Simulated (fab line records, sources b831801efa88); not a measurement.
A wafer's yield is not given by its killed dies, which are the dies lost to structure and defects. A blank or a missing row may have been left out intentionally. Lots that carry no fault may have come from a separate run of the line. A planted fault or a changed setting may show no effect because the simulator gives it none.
Matching of chambers / flow sky130 / SKY_PASSIVATION_CVD_02 on pecvd-03 has 3 sister chambers
The step deposits Si3N4, target thk 540 nm. 14 wafers are shown with their chamber, then 7 later ones without.

WAFERS WITH THEIR CHAMBER
wafer=L076.1; chamber=1; heaterPowerOuterW (W)=516; heaterPowerW (W)=806
wafer=L076.5; chamber=1; heaterPowerOuterW (W)=535; heaterPowerW (W)=840
wafer=L076.6; chamber=0; heaterPowerOuterW (W)=369; heaterPowerW (W)=607
wafer=L078.1; chamber=2; heaterPowerOuterW (W)=360; heaterPowerW (W)=601
wafer=L078.4; chamber=0; heaterPowerOuterW (W)=416; heaterPowerW (W)=685
wafer=L078.6; chamber=2; heaterPowerOuterW (W)=383; heaterPowerW (W)=620
wafer=L082.2; chamber=1; heaterPowerOuterW (W)=523; heaterPowerW (W)=790
wafer=L082.5; chamber=2; heaterPowerOuterW (W)=316; heaterPowerW (W)=524
wafer=L082.6; chamber=0; heaterPowerOuterW (W)=448; heaterPowerW (W)=729
wafer=L084.1; chamber=1; heaterPowerOuterW (W)=531; heaterPowerW (W)=776
wafer=L084.3; chamber=0; heaterPowerOuterW (W)=397; heaterPowerW (W)=653
wafer=L084.4; chamber=2; heaterPowerOuterW (W)=354; heaterPowerW (W)=578
wafer=L086.1; chamber=2; heaterPowerOuterW (W)=421; heaterPowerW (W)=645
wafer=L086.2; chamber=1; heaterPowerOuterW (W)=550; heaterPowerW (W)=849

SIGNATURES, as means of the wafers listed above
reading=heaterPowerOuterW; chamber 0=407.50; chamber 1=531.00; chamber 2=366.80; scatter within a chamber=30.1
reading=heaterPowerW; chamber 0=668.50; chamber 1=812.20; chamber 2=593.60; scatter within a chamber=43.1
Rule: a wafer lies at a distance from a chamber equal to the root of the sum of squares, over the readings, of (its reading less the chamber's mean, divided by the reading's scatter). The wafer belongs to the nearest chamber; if the next one is less than 2 further off, it can't be placed. The scatter: take each reading less its chamber's mean, square it, sum over the shown wafers, divide by the number of wafers less the number of chambers, and take the root.

WAFERS WITHOUT THEIR CHAMBER
wafer=L086.3; heaterPowerOuterW (W)=411; heaterPowerW (W)=681
wafer=L089.1; heaterPowerOuterW (W)=423; heaterPowerW (W)=691
wafer=L089.5; heaterPowerOuterW (W)=443; heaterPowerW (W)=740
wafer=L089.6; heaterPowerOuterW (W)=513; heaterPowerW (W)=789
wafer=L092.2; heaterPowerOuterW (W)=361; heaterPowerW (W)=571
wafer=L092.3; heaterPowerOuterW (W)=457; heaterPowerW (W)=716
wafer=L092.4; heaterPowerOuterW (W)=471; heaterPowerW (W)=757

CHAMBER TAKEN BY EACH
wafer=L086.3; from the rows above=0; in truth=0
wafer=L089.1; from the rows above=0; in truth=0
wafer=L089.5; from the rows above=can't be placed: 0 or 1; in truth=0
wafer=L089.6; from the rows above=1; in truth=1
wafer=L092.2; from the rows above=2; in truth=2
wafer=L092.3; from the rows above=can't be placed: 0 or 1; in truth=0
wafer=L092.4; from the rows above=can't be placed: 1 or 0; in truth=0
Correct placement for 4 of the 7. Can't be placed from these rows: 3 (the true chamber is among the candidates in 3). Placed wrongly: 0.
